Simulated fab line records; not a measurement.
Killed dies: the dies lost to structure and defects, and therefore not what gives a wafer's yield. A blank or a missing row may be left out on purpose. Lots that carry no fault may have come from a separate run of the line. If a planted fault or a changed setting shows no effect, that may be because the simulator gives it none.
One fault seen from 2 desks ; flow gf180mcu ; each desk has only its own numbers; what lay behind them comes last

FROM THE METROLOGY DESK
Lot by lot, what the gauges showed, no matter which tool ran the lot: averages of those sampled wafers that carry a number. A lot is out of limits, marked OUT, if its mean lies more than 4 standard deviations from the usual mean; the brackets give that distance.
Columns: A = SALICIDE_TIN_RS at GF_SALICIDE_RS_MEAS_04, usual 16.14 ohm/sq; B = CONTACT_BOW at GF_CONTACT_BOW_MEAS_05, usual 66 um; C = cd-nm at GF_CONTACT_CD_MEAS_14, usual 219.6 nm
lot;first seen here;A;B;C
L668;day 15 19:26;16.20;70;219.7
L670;day 16 14:15;16.06;67;219.3
L671;day 17 01:49;16.33;73;218.4
L672;day 17 15:23;16.45;64;217.7
L673;day 17 17:06;16.32;70;220.2
L674;day 18 08:11;16.70;68;219.5
L675;day 18 23:40;15.82;62;219.3
L679;day 20 06:46;16.32;63;220.5
L684;day 21 17:38;16.96;56;220.5
L685;day 22 05:52;16.07;61;220.4
L686;day 22 12:53;16.02;67;222.1
L687;day 22 15:38;16.00;60;221.3
L688;day 23 03:28;16.08;59;219.3
L689;day 23 14:01;15.66;63;216.7
This desk found nothing out of limits on any of the 14 lots.

AT THE TOOL OWNER'S DESK: pvd-sputter-03
The tool's own readings at GF_SALICIDE_SPUTTER_02 (material Co, target thk 10 nm, time 20 s): means of the sampled wafers that have a number, for each lot that ran on this tool. A lot is out of limits, marked OUT, if its mean lies more than 4 standard deviations from the usual mean; the brackets give that distance.
Columns: A = throttle-valve-pct at GF_SALICIDE_SPUTTER_02, usual 30.2 %
lot;first seen here;A
L668;day 15 19:23;29.9
L670;day 16 14:11;29.8
L671;day 17 01:44;29.4
L674;day 18 08:08;29.8
L679;day 20 06:43;29.9
L684;day 21 17:35;29.6
This desk found nothing out of limits on any of the 6 lots.

ALL TOGETHER
The metrology desk saw nothing out of limits.
The tool owner's desk saw nothing out of limits.

WHAT HAD BEEN PUT IN BY THE SIMULATOR
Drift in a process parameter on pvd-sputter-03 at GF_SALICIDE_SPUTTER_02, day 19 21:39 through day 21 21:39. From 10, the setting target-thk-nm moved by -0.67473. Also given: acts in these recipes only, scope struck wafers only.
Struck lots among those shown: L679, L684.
